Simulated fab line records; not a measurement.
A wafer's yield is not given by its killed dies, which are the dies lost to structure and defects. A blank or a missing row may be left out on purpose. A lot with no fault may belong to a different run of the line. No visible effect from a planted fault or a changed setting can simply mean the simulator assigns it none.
Which tool is to blame?    flow gf180mcu    13 lots, 39 wafers sampled, at 1 step of a route of 602

WHAT THE GAUGES READ, wafer by wafer
GF_V5_OVL_MEAS_15. Usual: V5_OVL gives 2 nm (standard deviation 6.3).
lot   measured      on          V5_OVL (nm)  flag
L331  day 27 07:57  overlay-02  -3 -2 0      
L336  day 28 22:04  overlay-02  -4 2 3       
L337  day 29 04:54  overlay-02  8 3 7        
L338  day 29 20:04  overlay-01  10 7 0       
L340  day 30 07:08  overlay-01  4 4 12       
L341  day 30 09:12  overlay-01  -5 0 0       
L343  day 30 22:49  overlay-02  3 5 13       
L344  day 31 05:21  overlay-01  -3 -2 2      
L350  day 32 20:47  overlay-01  15 13 15     
L351  day 32 23:50  overlay-02  -3 -5 5      
L353  day 33 11:24  overlay-01  3 -10 -11    
L352  day 33 12:21  overlay-01  -9 -11 -5    
L354  day 33 18:03  overlay-01  10 5 -7      

WHICH TOOL RAN EACH LOT (tool, then ch and the chambers of the sampled wafers, then the start)
The record shows no process step preceding these readings.

AS READ BY THE TOOLS THEMSELVES (means over the sampled wafers that have a number; for cases with no such wafer, the mark the record gives instead)
The record holds no such reading with a usual standard deviation.

THE ANSWER, worked out from the rows above alone
Rule: lot off if the mean of its wafers having a number is beyond 3 standard deviations from the usual mean. Also off: a lot with no number at a reading for which 4 or more lots have one. Where the step has rows for the other lots, those lots are counted as sound. Order of review: gauges by route order, followed by the tools' own readings, for which a lot's mean as printed above is used. At the first step where some lot is off, the reading lying furthest off is the one used; lots without a number count as furthest.
None of the lots is off at any reading shown; this tells nothing.

WHAT THE SIMULATOR HAD INSERTED
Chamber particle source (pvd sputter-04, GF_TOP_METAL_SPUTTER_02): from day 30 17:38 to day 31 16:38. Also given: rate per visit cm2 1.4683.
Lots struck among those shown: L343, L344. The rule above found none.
